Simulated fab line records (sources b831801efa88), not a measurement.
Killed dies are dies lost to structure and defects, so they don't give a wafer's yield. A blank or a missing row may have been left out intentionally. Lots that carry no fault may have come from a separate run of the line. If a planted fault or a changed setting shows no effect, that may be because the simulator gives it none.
Which tool is to blame? -- flow sky130 -- 10 lots with 30 wafers sampled at 7 steps, on a route of 708 steps

== WHAT THE GAUGES READ, wafer by wafer ==
SKY_VT_ADJUST_LVTN_OVL_MEAS_07. Usual: VT_ADJUST_LVTN_OVL typically reads 0.5 nm, with standard deviation 1.5.
lot,measured,on,VT_ADJUST_LVTN_OVL (nm),flag
L214,day 7 00:51,overlay-02,0.9 -1.1 -0.3,
L213,day 7 01:07,overlay-02,0.4 0.3 -1.5,
L216,day 7 16:14,overlay-01,2.7 3.2 1.8,
L218,day 8 06:19,overlay-02,-0.3 0.9 0.8,
L219,day 8 09:55,overlay-01,-1.1 0.1 -0.9,
L223,day 9 14:25,overlay-02,0.6 -0.7 1.6,
L226,day 10 10:06,overlay-02,-0.2 1.1 0.2,
L231,day 11 15:55,overlay-02,0.0 -0.6 0.8,
L236,day 13 14:31,overlay-01,2.3 0.5 2.2,
L235,day 13 14:52,overlay-01,-0.7 -2.0 0.2,

SKY_VT_ADJUST_NCORE_CD_MEAS_07: the cd target is 380 nm. Usual: 380.0 nm for cd nm, sd 2.4.
lot,measured,on,cd nm (nm),flag
L214,day 8 15:35,cd sem-01,374.9 377.5 377.3,
L213,day 8 16:13,cd sem-01,379.5 381.5 380.2,
L216,day 9 08:34,cd sem-01,378.9 380.7 379.0,
L218,day 9 23:32,cd sem-01,377.7 378.5 378.8,
L219,day 10 03:14,cd sem-02,383.8 384.0 379.4,
L223,day 11 11:29,cd sem-02,382.0 382.3 382.5,
L226,day 12 08:04,cd sem-02,- - -,OFF
L231,day 13 15:58,cd sem-01,381.5 381.9 383.6,
L236,day 15 20:29,cd sem-01,379.2 380.0 378.3,
L235,day 15 21:28,cd sem-01,381.7 384.3 383.6,

SKY_VT_ADJUST_NCORE_TW_MEAS_11. Usual: VT_ADJUST_NCORE_TW typically reads 220.9, with standard deviation 1.3.
lot,measured,on,VT_ADJUST_NCORE_TW,flag
L214,day 8 16:00,film metro-03,221.0 219.5 220.3,
L213,day 8 16:37,film metro-04,221.3 220.3 220.3,
L216,day 9 08:58,film metro-04,221.0 222.5 223.4,
L218,day 9 23:56,film metro-04,222.8 222.3 222.6,
L219,day 10 03:38,film metro-03,222.1 220.8 222.3,
L223,day 11 11:52,film metro-02,219.9 219.7 220.3,
L226,day 12 08:28,film metro-03,30.3 30.2 30.3,OFF
L231,day 13 16:22,film metro-02,220.5 221.1 223.0,
L236,day 15 20:53,film metro-03,220.5 219.6 219.4,
L235,day 15 21:51,film metro-03,218.7 219.2 218.3,

SKY_VT_ADJUST_HVTR_TW_MEAS_11. Usual: VT_ADJUST_HVTR_TW typically reads 212.3, with standard deviation 1.3.
lot,measured,on,VT_ADJUST_HVTR_TW,flag
L214,day 9 12:24,film metro-02,211.2 212.0 210.7,
L213,day 9 13:54,film metro-02,211.3 210.9 211.5,
L216,day 10 06:04,film metro-02,211.7 211.5 211.6,
L218,day 10 22:41,film metro-02,212.0 210.9 210.2,
L219,day 11 02:43,film metro-02,211.5 210.2 211.0,
L223,day 12 12:14,film metro-01,210.4 210.7 211.8,
L226,day 13 09:10,film metro-02,264.1 265.9 266.3,OFF
L231,day 14 19:21,film metro-02,210.8 212.5 211.8,
L236,day 17 01:28,film metro-02,211.9 212.5 212.7,
L235,day 17 02:08,film metro-04,213.7 214.8 215.0,

== EACH LOT AND THE TOOL THAT RAN IT (in order: tool; ch and the chambers of the sampled wafers; start) ==
lot,SKY_NWELL_STRIP_14,SKY_NWELL_STRIP_25,SKY_VT_ADJUST_NCORE_EXPOSE_04
L214,"plasma asher-02 ch 0,1, day 4 17:08","plasma asher-03 ch 0,1, day 5 10:22","iline stepper-01 ch 0, day 8 05:50"
L213,"plasma asher-03 ch 0,1, day 4 17:10","plasma asher-02 ch 0,1, day 5 10:41","iline stepper-01 ch 0, day 8 06:19"
L216,"plasma asher-02 ch 0,1, day 5 08:14","plasma asher-04 ch 1, day 6 02:41","iline stepper-01 ch 0, day 8 22:22"
L218,"plasma asher-02 ch 0,1, day 5 20:37","plasma asher-04 ch 0,1, day 6 15:49","iline stepper-02 ch 0, day 9 13:38"
L219,"plasma asher-03 ch 0,1, day 6 00:34","plasma asher-04 ch 0,1, day 6 19:56","iline stepper-01 ch 0, day 9 17:16"
L223,"plasma asher-02 ch 0,1, day 7 02:34","plasma asher-04 ch 0,1, day 7 21:05","iline stepper-01 ch 0, day 11 00:11"
L226,"plasma asher-02 ch 0,1, day 7 19:44","plasma asher-04 ch 0,1, day 8 15:29","iline stepper-01 ch 0, day 11 20:38"
L231,"plasma asher-04 ch 0,1, day 8 20:28","plasma asher-02 ch 0,1, day 9 17:17","iline stepper-02 ch 0, day 13 04:01"
L236,"plasma asher-04 ch 0,1, day 10 13:23","plasma asher-03 ch 0,1, day 11 12:38","iline stepper-01 ch 0, day 15 06:35"
L235,"plasma asher-02 ch 0,1, day 10 13:46","plasma asher-04 ch 0,1, day 11 13:01","iline stepper-02 ch 0, day 15 08:02"
- SKY_NWELL_STRIP_14: strips in O2/N2.
- SKY_NWELL_STRIP_25: strips in O2/N2.
- SKY_VT_ADJUST_NCORE_EXPOSE_04: exposes mask LVTN COMPLEMENT THIN, target cd 380 nm.

== AS READ BY THE TOOLS THEMSELVES (means over the sampled wafers that have a number; for cases with no such wafer, the mark the record gives instead) ==
SKY_NWELL_STRIP_14. Usual: chamber pressure mTorr 1500.0 mTorr, standard deviation 1.4; drypump motor current A 5.86 A, standard deviation 0.19; oes product au 0.722 a.u., standard deviation 0.0049; strip time to endpoint s 36.97 s, standard deviation 0.11.
lot,tool,chamber pressure mTorr (mTorr),drypump motor current A (A),oes product au (a.u.),strip time to endpoint s (s),flag
L214,plasma asher-02,1500.0,5.83,0.723,37.02,
L213,plasma asher-03,1499.5,6.05,0.720,36.84,
L216,plasma asher-02,1498.4,5.82,0.724,37.05,
L218,plasma asher-02,1500.1,5.82,0.720,36.75,
L219,plasma asher-03,1500.6,5.81,0.724,36.97,
L223,plasma asher-02,1500.3,5.76,0.719,36.88,
L226,plasma asher-02,1499.4,5.84,0.729,37.15,
L231,plasma asher-04,1498.1,5.93,0.720,37.05,
L236,plasma asher-04,1501.2,5.92,0.723,36.99,
L235,plasma asher-02,1499.8,5.82,0.726,36.99,

SKY_NWELL_STRIP_25. Usual: chamber pressure mTorr 1499.9 mTorr, standard deviation 1.4; drypump motor current A 5.88 A, standard deviation 0.16; oes product au 0.722 a.u., standard deviation 0.0051; strip time to endpoint s 36.99 s, standard deviation 0.11.
lot,tool,chamber pressure mTorr (mTorr),drypump motor current A (A),oes product au (a.u.),strip time to endpoint s (s),flag
L214,plasma asher-03,1499.7,6.03,0.719,36.80,
L213,plasma asher-02,1500.7,5.76,0.722,37.06,
L216,plasma asher-04,1499.5,5.90,0.722,37.04,
L218,plasma asher-04,1499.2,5.91,0.719,37.01,
L219,plasma asher-04,1500.9,5.91,0.721,37.01,
L223,plasma asher-04,1498.5,5.91,0.725,36.95,
L226,plasma asher-04,1498.7,5.92,0.721,36.97,
L231,plasma asher-02,1499.6,5.73,0.725,36.93,
L236,plasma asher-03,1500.2,6.04,0.725,37.04,
L235,plasma asher-04,1499.8,5.92,0.727,36.98,

SKY_VT_ADJUST_NCORE_EXPOSE_04. Usual: 23.00 C for reticle temp C, sd 0.11.
lot,tool,reticle temp C (C),flag
L214,iline stepper-01,22.88,
L213,iline stepper-01,23.01,
L216,iline stepper-01,23.05,
L218,iline stepper-02,22.81,
L219,iline stepper-01,22.94,
L223,iline stepper-01,23.08,
L226,iline stepper-01,23.13,
L231,iline stepper-02,22.99,
L236,iline stepper-01,23.09,
L235,iline stepper-02,23.04,

== THE ANSWER, worked out from the rows above alone ==
Rule: lot off if the mean of its wafers having a number is beyond 3 standard deviations from the usual mean. Also off: a lot with no number at a reading for which 4 or more lots have one. The other lots that the step has rows for count as sound. First the gauges in route order, then the tools' own readings, where a lot's mean is used as printed above. The first step at which some lot is off is used, and at that step the reading that is off furthest; a lot without a number counts as furthest.
Off: L226, at SKY_VT_ADJUST_NCORE_CD_MEAS_07 (cd nm). Without a number there: L226.
A tool fits if, at a process step before that reading, it ran every lot that is off, and no sound lot after the first of them. Not tried: the gauges at SKY_VT_ADJUST_NCORE_CD_MEAS_07; whatever is off there is also off at SKY_VT_ADJUST_NCORE_TW_MEAS_11, on other tools, and gauge error can't account for it. No candidate that was tried fits.

== WHAT THE SIMULATOR HAD INSERTED ==
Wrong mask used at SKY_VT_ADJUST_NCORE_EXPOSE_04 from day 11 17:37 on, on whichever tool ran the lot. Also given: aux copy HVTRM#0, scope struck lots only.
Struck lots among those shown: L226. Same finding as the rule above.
